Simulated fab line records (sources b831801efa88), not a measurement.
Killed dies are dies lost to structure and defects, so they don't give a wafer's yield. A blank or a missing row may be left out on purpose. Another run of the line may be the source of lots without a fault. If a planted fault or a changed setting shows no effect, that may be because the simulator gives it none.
fab line records ; flow sky130
[record] lots = 5; wafers = 15; last-day = 49
route steps=708 shown VIA1@467 METAL2@483 VIA2@507 PAD_OPEN@708
lots with no fault: from the same line, run without faults
start-h: the number of hours between the record's first day and the start of the first shown wafer of the lot ; wait-h: hours elapsed since this lot's preceding step ; " repeats the value in the row above ; L1.1+2: a row that stands for several wafers ; - either no value or no given start ; * or withheld: withheld ; < > ~ a bound
route shown NAME@n: names a module that has steps shown in the file, with the first one's number in the route ; usual: mean/standard deviation taken from wafers without a fault ; same: alike in all rows ; chamber/n: place in a boat ; sites: readings site by site ; _std_site: the standard deviation of these ; _edge_site: mean of outer sites minus mean of inner sites ; radius-mm: how far each site lies from the wafer's centre ; mask NAME#n: copy n ; behind: the most recent tool/chamber to have shaped the wafer ; hold: why the lot went on hold/how many hours it stayed there/how the hold came to an end ; device: transistor that didn't switch, given as n, p or np ; end of line: the same wafers' tests at the end of the route ; a step with no rows: only its recipe ; killed: dies that structure and defects cost at the first sort, which is not the same as the wafer's yield ; map: the dies of a wafer, with x for killed, . for not killed, _ for no die there
set.NAME: the run value of the setting; set.NAME@STEP: its run value at that earlier step ; model.NAME: the simulator's own value behind a step, which no gauge read
lots at some steps of the route; a table a step, a row a wafer
services: from which hour (start-h, from the record's first day; less than 0 if before it) a tool's chamber was out of use, for how many hours, and why
[[steps]]
[step SKY_VIA1_EXPOSE_09]
[recipe] mask-id = VIM; na = 0.8; source-shape = annular; sigma-inner = 0.55; sigma-outer = 0.85; target-cd-nm = 150; dose-mj = 38
[step SKY_VIA1_PEB_10]
[recipe] peb-temp-c = withheld; peb-time-s = withheld; resist = KrF-thick
[step SKY_VIA1_DEVELOP_11]
[recipe] develop-time-s = 60; resist = KrF-thick; dev-temp-c = 21
[step SKY_VIA1_ETCH_14]
[recipe] chemistry = N2/H2; target = BARC; ion-energy-ev = 200; source-w = 500; bias-w = 100; pressure-mtorr = 30; n2-flow-sccm = 100; h2-flow-sccm = 200; stop-on = SiO2; time-s = 45.9; target-depth-a = 600
[step SKY_VIA1_ETCH_15]
[recipe] target = SiO2; chemistry = C4F8/O2/Ar; target-depth-nm = 351; stop-on = TiN; mask-material = KrF-thick; source-w = 1500; bias-w = 1200; pressure-mtorr = 40; c4f8-flow-sccm = withheld; O2_flow_sccm = 6; Ar_flow_sccm = 300; time-s = 54
[step SKY_VIA1_STRIP_16]
[recipe] chemistry = O2/N2; power-w = 1400; pressure-mtorr = 1500; platen-temp-c = withheld; o2-flow-sccm = 3000; n2-flow-sccm = 300; overash-fraction = 0.5
[step SKY_VIA1_STRIP_17]
[recipe] chemistry = post-etch-residue-remover; time-s = 1200; temp-c = 72.5
[step SKY_VIA1_CLEAN_18]
[recipe] chemistry = IPA; time-s = 180; temp-c = 25
[step SKY_VIA1_CLEAN_19]
[recipe] chemistry = O3/DIW; dry = n2-spin
[step SKY_VIA1_SPUTTER_20]
[recipe] material = TiN; target-thk-nm = 20; chamber-pressure-pa = 5; power-w = 4000; time-s = 80
[step SKY_VIA1_CVD_21]
[recipe] material = W; target-thk-nm = 270; time-s = 80.902; temp-c = 400; pressure-torr = 40
[usual] chamber-pressure-Torr = 40.00/0.085; heater-power-w = 900/130
lot.wafer;tool;chamber;start-h;wait-h;chamber-pressure-Torr;heater-power-w
L748.3;cvd-w-02;0;879.28;0.1;39.88;1037
L748.5;cvd-w-02;0;879.28;0.1;40.08;1036
L748.6;cvd-w-02;1;879.28;0.1;39.94;751
L749.3;cvd-w-02;0;884.33;0.1;39.89;1072
L749.5;cvd-w-02;0;884.33;0.1;39.92;1026
L749.6;cvd-w-02;1;884.33;0.1;39.92;735
L755.2;cvd-w-02;1;915.27;0.0;40.02;733
L755.3;cvd-w-02;1;915.27;0.0;40.00;758
L755.5;cvd-w-02;1;915.27;0.0;39.92;736
L756.1;cvd-w-02;0;927.17;0.0;40.01;1036
L756.2;cvd-w-02;1;927.17;0.0;39.98;754
L756.4;cvd-w-02;0;927.17;0.0;39.89;1045
L758.2;cvd-w-02;1;934.99;0.0;40.16;747
L758.3;cvd-w-02;1;934.99;0.0;40.03;746
L758.6;cvd-w-02;0;934.99;0.0;39.98;1007
[step SKY_VIA1_CMP_24]
[recipe] stop-on = SiO2; t-overpolish-s = 15; down-force-psi = 3.5; platen-rpm = 60; target-thk-nm = 0; pad-velocity-m-s = 0.94248
[step SKY_METAL2_SPUTTER_00]
[recipe] material = Ti; target-thk-nm = 15; power-w = 3000; time-s = 10; chamber-pressure-pa = 0.4
[step SKY_METAL2_SPUTTER_01]
[recipe] material = TiN; target-thk-nm = 20; power-w = 6500; time-s = 16.7; chamber-pressure-pa = 0.4
[step SKY_METAL2_SPUTTER_02]
[recipe] material = AlCu; target-thk-nm = 250; power-w = 10600; time-s = 13.3; chamber-pressure-pa = 0.4
[step SKY_METAL2_SPUTTER_03]
[recipe] material = Ti; target-thk-nm = 5; power-w = 3000; time-s = 3.3; chamber-pressure-pa = 0.4
[step SKY_METAL2_SPUTTER_04]
[recipe] material = TiN; target-thk-nm = 70; power-w = 6500; time-s = 58.3; chamber-pressure-pa = 0.4
[step SKY_METAL2_DEHYDRATE_07]
[recipe] temp-c = 200; time-s = 60
[step SKY_METAL2_HMDS_08]
[recipe] prime-time-s = 60; prime-temp-c = 120
[step SKY_METAL2_COAT_09]
[recipe] resist = BARC; temp-c = withheld; time-s = withheld; spin-rpm = 3000; resist-thk-nm = 60
[step SKY_METAL2_COAT_10]
[recipe] resist = KrF-thick; spin-rpm = 3000; resist-thk-nm = 450
[step SKY_METAL2_SOFTBAKE_11]
[recipe] temp-c = 100; time-s = 90; resist = KrF-thick
[step SKY_METAL2_EXPOSE_12]
[recipe] mask-id = MM2; na = 0.8; source-shape = annular; sigma-inner = 0.55; sigma-outer = 0.85; target-cd-nm = 140; dose-mj = 28
[step SKY_METAL2_PEB_13]
[recipe] peb-temp-c = withheld; peb-time-s = withheld; resist = KrF-thick
[step SKY_METAL2_DEVELOP_14]
[recipe] develop-time-s = 60; resist = KrF-thick; dev-temp-c = 21
[step SKY_METAL2_DESCUM_17]
[recipe] chemistry = O2; source-power-w = 150; bias-power-w = 0; pressure-mtorr = 10; temp-c = 40; time-s = 8
[step SKY_METAL2_ETCH_18]
[recipe] chemistry = N2/H2; target = BARC; ion-energy-ev = 200; bias-w = 100; pressure-mtorr = 30; n2-flow-sccm = 100; h2-flow-sccm = 200; icp-w = 500; stop-on = SiO2; time-s = 45.9; target-depth-a = 600
[step SKY_METAL2_METAL_ETCH_19]
[recipe] target-depth-a = 3600; stop-on = SiO2; over-etch-frac = 0.3; time-s = 78; chemistry = Cl2/BCl3; resist-sidewall-deg = 88; pressure-mtorr = 10; icp-w = 900; bias-w = 48.5; Cl2_flow_sccm = 60; bcl3-flow-sccm = 30
[step SKY_METAL2_STRIP_20]
[recipe] chemistry = O2/N2; power-w = 1400; pressure-mtorr = 1500; platen-temp-c = withheld; o2-flow-sccm = 3000; n2-flow-sccm = 300; overash-fraction = 0.5
[step SKY_METAL2_STRIP_21]
[recipe] chemistry = post-etch-residue-remover; time-s = 1200; temp-c = 72.5
[step SKY_METAL2_CLEAN_22]
[recipe] chemistry = IPA; time-s = 180; temp-c = 25
[step SKY_METAL2_CLEAN_23]
[recipe] chemistry = O3/DIW; dry = n2-spin
[step SKY_VIA2_HDPCVD_00]
[recipe] material = SiO2; target-thk-nm = 1180; sigma-open-frac = 0.3; time-s = 196.7; temp-c = 400; sih4-flow-sccm = 60; pressure-mtorr = 6
[step SKY_PAD_OPEN_PROBE_99]
[usual] defect-limited-yield = 82.2/1.8; killed_at_M0_to_M3 = 43/6.6; killed_at_M4_up = 3.2/1.9; killed-at-contacts = 25/5.3; killed-at-front-end = 16/4.5; killed-at-other = 0.3/0.63; killed-dies = 87/8.9; killed-open = 48/7.9; killed-short = 39/5.3; sort_bin_3_pad_short = 0.8/0.38; sort_bin_5_function = 10.5/1.5; sort_bin_6_memory = 6.4/1.2; sort-n-pass = 405/8.9; sort-yield-pct = 82.2/1.8
[same] gross-dies = 492; killed-at-back-side = 0; sort_bin_4_leakage[%] = 0; sort_bin_8_speed[%] = 0
lot.wafer;tool;chamber;start-h;wait-h;defect-limited-yield[%];killed_at_M0_to_M3;killed_at_M4_up;killed-at-contacts;killed-at-front-end;killed-at-other;killed-dies;killed-open;killed-short;sort_bin_3_pad_short[%];sort_bin_5_function[%];sort_bin_6_memory[%];sort-n-pass;sort-yield-pct[%];model.etest.tester.sort-n-pass;model.etest.tester.sort-yield-pct;model.etest.tester.sort_bin_5_pct;model.etest.tester.sort_bin_3_pct
L748.3;prober-02;-;1139.60;0.2;82.9;48;2;22;12;0;84;43;41;0.8;9.1;7.1;408;82.9;408;82.93;9.146;0.813
L748.5;prober-02;-;1139.70;0.2;84.6;37;2;27;10;0;76;43;33;0.6;7.3;7.5;416;84.6;416;84.55;7.317;0.6098
L748.6;prober-02;-;1139.75;0.2;80.5;44;5;34;13;0;96;63;33;1.4;12.0;6.1;396;80.5;396;80.49;11.99;1.423
L755.2;prober-01;-;1172.05;0.1;74.8;86;2;24;12;0;124;50;37;2.6;16.1;6.5;368;74.8;368;74.8;16.06;2.642
L755.3;prober-01;-;1172.10;0.2;72.4;86;2;28;19;1;136;57;35;2.0;18.5;7.1;356;72.4;356;72.36;18.5;2.033
L755.5;prober-01;-;1172.20;0.2;72.8;85;4;29;16;0;134;48;45;2.6;16.7;7.9;358;72.8;358;72.76;16.67;2.642
L756.1;prober-02;-;1175.08;0.1;80.1;69;3;14;12;0;98;39;39;1.6;12.8;5.5;394;80.1;394;80.08;12.8;1.626
L756.2;prober-02;-;1175.13;0.1;75.0;81;1;28;13;0;123;43;38;2.4;15.9;6.7;369;75.0;369;75;15.85;2.439
L756.4;prober-02;-;1175.23;0.2;74.6;73;4;29;19;0;125;64;39;1.4;17.5;6.5;367;74.6;367;74.59;17.48;1.423
L758.2;prober-02;-;1180.03;0.1;75.4;86;2;19;14;0;121;51;26;2.8;14.4;7.3;371;75.4;371;75.41;14.43;2.846
L758.3;prober-02;-;1180.08;0.2;73.8;84;1;27;17;0;129;42;46;2.8;16.7;6.7;363;73.8;363;73.78;16.67;2.846
L758.6;prober-02;-;1180.23;0.2;81.3;50;1;25;16;0;92;36;37;1.2;10.8;6.7;400;81.3;400;81.3;10.77;1.22
// killed by level:class
L748.3 VIA1:geometric-particle:open=15 CONTACT:geometric-particle:short=8 METAL2:geometric-particle:short=7 METAL1:geometric-particle:short=6 CONTACT:geometric-particle:open=5 VIA2:geometric-particle:open=5 VIA1:geometric-particle:short=4 LI_CONTACT:geometric-particle:open=4
L748.5 CONTACT:geometric-particle:open=9 VIA1:geometric-particle:open=9 VIA3:geometric-particle:open=7 LI_CONTACT:geometric-particle:open=6 VIA2:geometric-particle:open=5 LOCAL_INTERCONNECT:geometric-particle:short=4 METAL1:geometric-particle:short=4 METAL2:geometric-particle:short=4
L748.6 VIA2:geometric-particle:open=12 VIA1:geometric-particle:open=10 CONTACT:geometric-particle:open=10 VIA3:geometric-particle:open=10 LI_CONTACT:geometric-particle:open=8 LOCAL_INTERCONNECT:geometric-particle:short=8 METAL1:geometric-particle:short=5 POLY_GATE:geometric-particle:open=4
L755.2 VIA1:unspecified=37 CONTACT:geometric-particle:open=13 METAL1:geometric-particle:short=9 VIA1:geometric-particle:open=8 VIA3:geometric-particle:open=7 LI_CONTACT:geometric-particle:open=6 FIELD_ISO:geometric-particle:open=6 VIA2:geometric-particle:open=6
L755.3 VIA1:unspecified=44 CONTACT:geometric-particle:open=13 VIA1:geometric-particle:open=11 VIA3:geometric-particle:open=8 FIELD_ISO:geometric-particle:open=6 POLY_GATE:geometric-particle:open=5 CONTACT:geometric-particle:short=5 METAL1:geometric-particle:short=5
L755.5 VIA1:unspecified=41 VIA1:geometric-particle:open=11 CONTACT:geometric-particle:short=10 VIA3:geometric-particle:open=9 VIA1:geometric-particle:short=7 LI_CONTACT:geometric-particle:open=6 CONTACT:geometric-particle:open=6 FIELD_ISO:geometric-particle:open=5
L756.1 VIA1:unspecified=20 VIA3:geometric-particle:open=9 METAL1:geometric-particle:short=8 CONTACT:geometric-particle:open=6 VIA1:geometric-particle:open=6 FIELD_ISO:geometric-particle:short=5 VIA1:geometric-particle:short=5 METAL2:geometric-particle:short=5
L756.2 VIA1:unspecified=42 CONTACT:geometric-particle:open=13 METAL1:geometric-particle:short=7 VIA1:geometric-particle:open=7 VIA2:geometric-particle:open=6 FIELD_ISO:geometric-particle:open=5 METAL2:geometric-particle:short=5 CONTACT:geometric-particle:short=4
L756.4 VIA1:unspecified=22 CONTACT:geometric-particle:open=11 VIA1:geometric-particle:open=10 VIA2:geometric-particle:open=10 VIA3:geometric-particle:open=10 LI_CONTACT:geometric-particle:open=7 CONTACT:geometric-particle:short=6 FIELD_ISO:geometric-particle:short=5
L758.2 VIA1:unspecified=44 VIA1:geometric-particle:open=16 CONTACT:geometric-particle:open=9 VIA2:geometric-particle:open=7 METAL1:geometric-particle:short=5 VIA3:geometric-particle:open=5 POLY_GATE:geometric-particle:short=4 LI_CONTACT:geometric-particle:open=4
L758.3 VIA1:unspecified=41 VIA1:geometric-particle:open=11 VIA1:geometric-particle:short=8 CONTACT:geometric-particle:open=8 LI_CONTACT:geometric-particle:open=7 POLY_GATE:geometric-particle:short=6 METAL2:geometric-particle:short=6 LOCAL_INTERCONNECT:geometric-particle:short=5
L758.6 VIA1:unspecified=18 LI_CONTACT:geometric-particle:open=10 VIA3:geometric-particle:open=9 FIELD_ISO:geometric-particle:short=6 METAL2:geometric-particle:short=5 LOCAL_INTERCONNECT:geometric-particle:short=5 VIA1:geometric-particle:short=5 FIELD_ISO:geometric-particle:open=4
// map L755.3 (x killed, . not)
__________.........._________
________.....x...xx..._______
______.x.....x.x........_____
_____.x..............x..x____
____...xxx......xxx.x.x...___
___x.....x..x...xx........x__
__....xxx.x..x.x.x..x......._
_.....x.x.........x.......xxx
_............x....x....xxxxx.
_.............x...x.x..xxxxxx
_..x.xxxx.......x.....xxxxxxx
_......x...x......x...xxxxxxx
_x...........xx...x.x..xxxxxx
_..x....x.x.....x.....xxxxxxx
_........x.........x.x..xx.xx
__..xx.....x.x.xx.....xx.x.._
___......x.x..x......x..x.x__
____.xx...........x.x.....___
_____x....x....x.......x.____
______.....x...x..x....x_____
________...x........x._______
__________..xx......_________
// map L756.4 (x killed, . not)
__________x....xx.xx_________
________....x.x.xx...x_______
______x......x..xxxx.x.x_____
_____....................____
____..x...xx.x..xx..xx....___
___.x.x..x..x.....x....x...__
__.xx.....x........x........_
_...x.x......................
_..x.....x....x....xx....x..x
_..x.....x.x...x.....x.xx...x
_...x.x..........x.x.x..xx...
_x..........x.............x.x
_.x.....x..xx..x..x.x..x.....
_.....x.............x..x.....
_.xx..........xxx.xx.........
__......x..x.....x..x......x_
___x..x...x..........x.x.x.__
____..x......x......x.xxxx___
_____...x..x....x...xxxxx____
______..x..xx....x.xxxxx_____
________...x.....x.xxx_______
__________.......xxx_________
[[services]]
tool;chamber;start-h;hours;kind
cvd-w-02;-;902.26;6.0;pm
[[key]]
[first-sign] step = SKY_PAD_OPEN_PROBE_99; reading = killed_at_M0_to_M3; direction = up; sigmas = 5.3; usual = 43; struck = 78
[effect] step = SKY_PAD_OPEN_PROBE_99; reading = killed-dies; direction = up; sigmas = 3.7; usual = 87; struck = 120; wafers-moved = 7
[model-effect] step = SKY_PAD_OPEN_PROBE_99; value = etest.tester.sort-n-pass; without = 400.8; struck = 371.8
met-at SKY_VIA1_CVD_21
struck-wafers L755.2,L755.3,L755.5,L756.1,L756.2,L756.4,L758.2,L758.3,L758.6
onset-between 884.33 915.27
also-fits time
[fault] kind = chamber-particle-source; tool = cvd-w-02; chamber = -; onset-h = 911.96; steps = SKY_VIA1_CVD_21; rate-per-visit-cm2 = 0.97424; end-h = 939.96
